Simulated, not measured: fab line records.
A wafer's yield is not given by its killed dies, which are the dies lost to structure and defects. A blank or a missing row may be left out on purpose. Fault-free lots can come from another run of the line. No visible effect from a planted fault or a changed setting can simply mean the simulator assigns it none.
A single fault, viewed from 2 desks	flow gf180mcu	only its own numbers are on each desk; what lay behind them is given at the end

== THE METROLOGY DESK ==
Means of the sampled wafers that have a number, per lot and without regard to the tool the lot ran on: this is what the gauges read. A lot is out of limits, marked OUT, if its mean lies more than 4 standard deviations from the usual mean; the brackets give that distance.
Columns: A = MVSD_RS at GF_VT_IMPLANT_RS_MEAS_46, usual 457.1 ohm/sq; B = HV_LDD_TW at GF_HV_LDD_TW_MEAS_11, usual 2412; C = V1_BOW at GF_V1_BOW_MEAS_05, usual 81 um
lot	first seen here	A	B	C
L792	day 7 11:42	456.9	2423	90
L794	day 7 23:40	455.4	2376	90
L797	day 9 08:52	456.6	2371	86
L798	day 9 13:32	458.2	2387	85
L799	day 9 14:19	456.4	2429	79
L800	day 9 19:58	457.4	2427	84
L801	day 10 05:16	457.1	2408	75
L802	day 10 08:12	424.5 (-30) OUT	2430	79
L805	day 11 02:37	424.8 (-29) OUT	2431	85
L807	day 11 16:12	456.1	2423	86
L812	day 13 03:30	457.5	2409	85
L813	day 13 08:28	456.0	2386	84
L815	day 13 19:14	457.1	2421	87
This desk's result: L802, L805 out of limits, first on L802 (MVSD_RS at GF_VT_IMPLANT_RS_MEAS_46), day 10 08:12. In limits: L792, L794, L797, L798, L799, L800, L801, L807, L812, L813, L815.

== THE TOOL OWNER'S DESK: implanter-03 ==
GF_MVSD_IMPLANT_09, tool's own readings: per-lot mean of the sampled wafers with a number, covering each lot this tool ran. A lot is out of limits, marked OUT, if its mean lies more than 4 standard deviations from the usual mean; the brackets give that distance.
Columns: A = beam_energy_keV at GF_MVSD_IMPLANT_09, usual 99.99; B = dose_ions_cm2 at GF_MVSD_IMPLANT_09, usual 5e+12; C = faraday_current_uA at GF_MVSD_IMPLANT_09, usual 28.1
lot	first seen here	A	B	C
L794	day 4 20:05	100.02	5e+12	27.9
L798	day 6 05:40	100.00	5e+12	28.0
L800	day 6 11:25	99.97	5e+12	28.3
L802	day 6 22:23	100.00	8e+12 (+99 or more) OUT	43.1 (+27) OUT
L805	day 7 13:22	99.97	8e+12 (+99 or more) OUT	43.4 (+27) OUT
Finding of this desk: L802, L805 out of limits; the first was L802 at day 6 22:23, on dose_ions_cm2 at GF_MVSD_IMPLANT_09. In limits: L794, L798, L800.

== TAKEN TOGETHER ==
The tool owner's desk could have raised an alarm at day 6 22:23, on L802, L805.
At day 10 08:12 the metrology desk could have sounded an alarm, on L802, L805.
On implanter-03, each named lot ran GF_MVSD_IMPLANT_09.

== WHAT HAD BEEN PUT IN BY THE SIMULATOR ==
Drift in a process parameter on implanter-03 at GF_MVSD_IMPLANT_09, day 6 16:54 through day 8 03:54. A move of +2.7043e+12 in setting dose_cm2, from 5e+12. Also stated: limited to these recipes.
Shown lots that were struck: L802, L805.
Delay (hours) between the fault's onset and each desk's first out-of-limits reading: 5 at the tool owner's desk, 87 at the metrology desk.
